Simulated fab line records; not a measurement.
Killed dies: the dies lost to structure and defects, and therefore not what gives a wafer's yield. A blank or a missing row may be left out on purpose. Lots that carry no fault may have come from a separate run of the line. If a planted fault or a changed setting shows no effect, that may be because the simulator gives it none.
Problem report in the 8D (eight disciplines) form, filled by code | flow sky130 | the parts of the form that need people (team, actions taken, sign-off) are left out

## 1. WHAT WENT WRONG
Across 3 wafers from 2 lots, VT_ADJUST_LVTN_2_TW at SKY_VT_ADJUST_LVTN_TW_MEAS_21 averages 209.1, while fault-free wafers read 188.0 with a standard deviation of 2.1. Relative to the usual mean, that is a shift of +10 standard deviations.
First seen on wafer L660.2, day 12 20:04, on film metro-01. The record has a number at this step for 38 wafers belonging to 13 lots. The rule behind "out" and "out of limits": a value lying over 4 standard deviations away from the usual mean. The rest of the wafers with a number are treated as sound.

## 2. WHAT IT IS, WHAT IT ISN'T
question                    | is                           | is not
which readings at this step | VT_ADJUST_LVTN_2_TW          | -
which lots                  | L660, L661                   | L642, L643, L647, L648, L649, L650, L651, L654, L663, L664, L665
which wafers of those lots  | L660.2, L660.4, L661.2       | L661.1, L661.6
read on which gauges        | film metro-01, film metro-03 | film metro-02
when                        | from day 12 20:04            | up to then (24 sound wafers); but 11 sound wafers of L661, L663, L664, L665 came after

## 3. THE SUSPECTS, EACH WITH WHAT RULES IT OUT
Counting: if a tool at a process step up to the reading ran every lot that is out, it stays a suspect. Sound lots after the first of them don't rule it out here, since some wafers of a struck lot are sound.
- the gauge at SKY_VT_ADJUST_LVTN_TW_MEAS_21 is ruled out. 2 gauges (film metro-01, film metro-03) read the wafers that are out.
- implanter-04 at SKY_VT_ADJUST_LVTN_IMPLANT_19: kept. It ran every lot that is out, first L660 (day 12 19:50); its last sound lot up to then is L650 (day 9 22:40). Out on those wafers are its own readings of beam on s, faraday current uA.
The count leaves implanter-04 at SKY_VT_ADJUST_LVTN_IMPLANT_19.

## 4. THE CAUSE (what the simulator had put in)
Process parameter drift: implanter-04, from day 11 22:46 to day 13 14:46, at SKY_VT_ADJUST_LVTN_IMPLANT_19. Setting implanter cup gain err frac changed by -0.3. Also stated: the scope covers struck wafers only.
This tool alone remained once counting was done.

## 5. THE EFFECT CHAIN, in route order
Rows list readings where the struck wafers' mean (over those with a number) sits beyond 3 standard deviations from the usual. Readings are gone through only where the record gives a usual standard deviation; hours: the median, over the lots, of the time from a lot's start at the first step in this table giving one to that lot's start at this step; sigmas: the change measured in usual standard deviations.
hours | step                          | reading             | usual  | on struck wafers | change | sigmas
0     | SKY_VT_ADJUST_LVTN_IMPLANT_19 | beam on s           | 9.98 s | 14.31            | +4.33  | +22
0     | SKY_VT_ADJUST_LVTN_IMPLANT_19 | faraday current uA  | 3.68   | 2.55             | -1.13  | -16
0     | SKY_VT_ADJUST_LVTN_TW_MEAS_21 | VT_ADJUST_LVTN_2_TW | 188.0  | 209.1            | +21.1  | +10
Process steps it contains:
- SKY_VT_ADJUST_LVTN_IMPLANT_19
At these later measuring or inspecting steps, every struck wafer for which the step has a row has a number for every such reading, and none has moved that far: SKY_LDD_P_TW_MEAS_11.

## 6. WHAT WOULD HAVE CAUGHT IT SOONER
The first out-of-limits reading at a measuring or inspecting step in this record came at day 12 20:04, 21 hours after the fault's start at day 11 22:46.
Tool's own readings at SKY_VT_ADJUST_LVTN_IMPLANT_19, beam on s, faraday current uA: out on all struck wafers the step has rows for; an alarm limit on them would have tripped on the first.
L661, from the lots that are out (2), started SKY_VT_ADJUST_LVTN_IMPLANT_19 on implanter-04 later than day 12 20:04. Had the tool been put on hold then, it would have been spared.
